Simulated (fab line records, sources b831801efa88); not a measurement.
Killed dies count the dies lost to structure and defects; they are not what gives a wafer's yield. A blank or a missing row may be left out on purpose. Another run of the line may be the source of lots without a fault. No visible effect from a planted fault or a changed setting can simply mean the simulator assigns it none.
Matching of chambers / flow gf180mcu / 4 sister chambers for GF_V2_CMP_04 on cmp-02
The step polishes SiO2. 20 wafers are shown with their chamber, then 10 later ones without.

== WAFERS WITH THEIR CHAMBER ==
wafer=L961.1; chamber=2; motorCurrentA (A)=11.8; timeToEndpointS (s)=78
wafer=L961.2; chamber=3; motorCurrentA (A)=11.5; timeToEndpointS (s)=73
wafer=L961.3; chamber=1; motorCurrentA (A)=12.5; timeToEndpointS (s)=77
wafer=L963.2; chamber=0; motorCurrentA (A)=11.3; timeToEndpointS (s)=75
wafer=L963.5; chamber=3; motorCurrentA (A)=11.6; timeToEndpointS (s)=76
wafer=L963.6; chamber=2; motorCurrentA (A)=11.5; timeToEndpointS (s)=90
wafer=L967.3; chamber=0; motorCurrentA (A)=12.0; timeToEndpointS (s)=77
wafer=L967.4; chamber=2; motorCurrentA (A)=11.9; timeToEndpointS (s)=82
wafer=L967.6; chamber=1; motorCurrentA (A)=13.3; timeToEndpointS (s)=75
wafer=L968.3; chamber=2; motorCurrentA (A)=11.8; timeToEndpointS (s)=80
wafer=L968.4; chamber=1; motorCurrentA (A)=12.9; timeToEndpointS (s)=88
wafer=L968.6; chamber=0; motorCurrentA (A)=11.5; timeToEndpointS (s)=85
wafer=L970.1; chamber=0; motorCurrentA (A)=11.5; timeToEndpointS (s)=80
wafer=L970.3; chamber=2; motorCurrentA (A)=11.7; timeToEndpointS (s)=86
wafer=L970.4; chamber=1; motorCurrentA (A)=13.2; timeToEndpointS (s)=86
wafer=L972.1; chamber=1; motorCurrentA (A)=13.3; timeToEndpointS (s)=75
wafer=L972.3; chamber=2; motorCurrentA (A)=12.7; timeToEndpointS (s)=78
wafer=L972.5; chamber=3; motorCurrentA (A)=11.6; timeToEndpointS (s)=84
wafer=L974.3; chamber=3; motorCurrentA (A)=12.0; timeToEndpointS (s)=78
wafer=L974.4; chamber=1; motorCurrentA (A)=12.7; timeToEndpointS (s)=93

SIGNATURES, as means of the wafers listed above
reading=motorCurrentA; chamber 0=11.575; chamber 1=12.983; chamber 2=11.900; chamber 3=11.675; scatter within a chamber=0.339
reading=timeToEndpointS; chamber 0=79.25; chamber 1=82.33; chamber 2=82.33; chamber 3=77.75; scatter within a chamber=5.77
Rule: for each reading, subtract the chamber's mean from the wafer's reading, divide by that reading's scatter and square the result; add these up over the readings and take the root, which gives the wafer's distance from the chamber. If the next closest chamber is less than 2 further off than the closest, the wafer can't be placed; otherwise it belongs to the closest. The scatter is the square root of a quotient: the sum, over the shown wafers, of each reading's squared deviation from its chamber's mean, divided by wafers minus chambers.

== WAFERS WITH NO CHAMBER GIVEN ==
wafer=L974.6; motorCurrentA (A)=11.1; timeToEndpointS (s)=84
wafer=L976.1; motorCurrentA (A)=11.6; timeToEndpointS (s)=78
wafer=L976.3; motorCurrentA (A)=12.1; timeToEndpointS (s)=76
wafer=L976.4; motorCurrentA (A)=13.2; timeToEndpointS (s)=85
wafer=L979.2; motorCurrentA (A)=11.4; timeToEndpointS (s)=82
wafer=L979.3; motorCurrentA (A)=12.2; timeToEndpointS (s)=87
wafer=L979.6; motorCurrentA (A)=12.5; timeToEndpointS (s)=89
wafer=L983.1; motorCurrentA (A)=12.2; timeToEndpointS (s)=83
wafer=L983.2; motorCurrentA (A)=11.8; timeToEndpointS (s)=73
wafer=L983.5; motorCurrentA (A)=12.9; timeToEndpointS (s)=81

== CHAMBER TAKEN BY EACH ==
wafer=L974.6; from the rows above=can't be placed: 0 or 3 or 2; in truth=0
wafer=L976.1; from the rows above=can't be placed: 3 or 0 or 2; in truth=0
wafer=L976.3; from the rows above=can't be placed: 2 or 3 or 0 or 1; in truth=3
wafer=L976.4; from the rows above=1; in truth=1
wafer=L979.2; from the rows above=can't be placed: 0 or 3 or 2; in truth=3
wafer=L979.3; from the rows above=can't be placed: 2 or 3 or 0 or 1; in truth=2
wafer=L979.6; from the rows above=can't be placed: 1 or 2 or 3 or 0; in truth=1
wafer=L983.1; from the rows above=can't be placed: 2 or 3 or 0 or 1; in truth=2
wafer=L983.2; from the rows above=can't be placed: 3 or 0 or 2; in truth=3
wafer=L983.5; from the rows above=1; in truth=1
Correctly placed: 2 of 10. Not placeable from these rows: 8 (in 8, the candidates include the true chamber). Wrongly placed: 0.
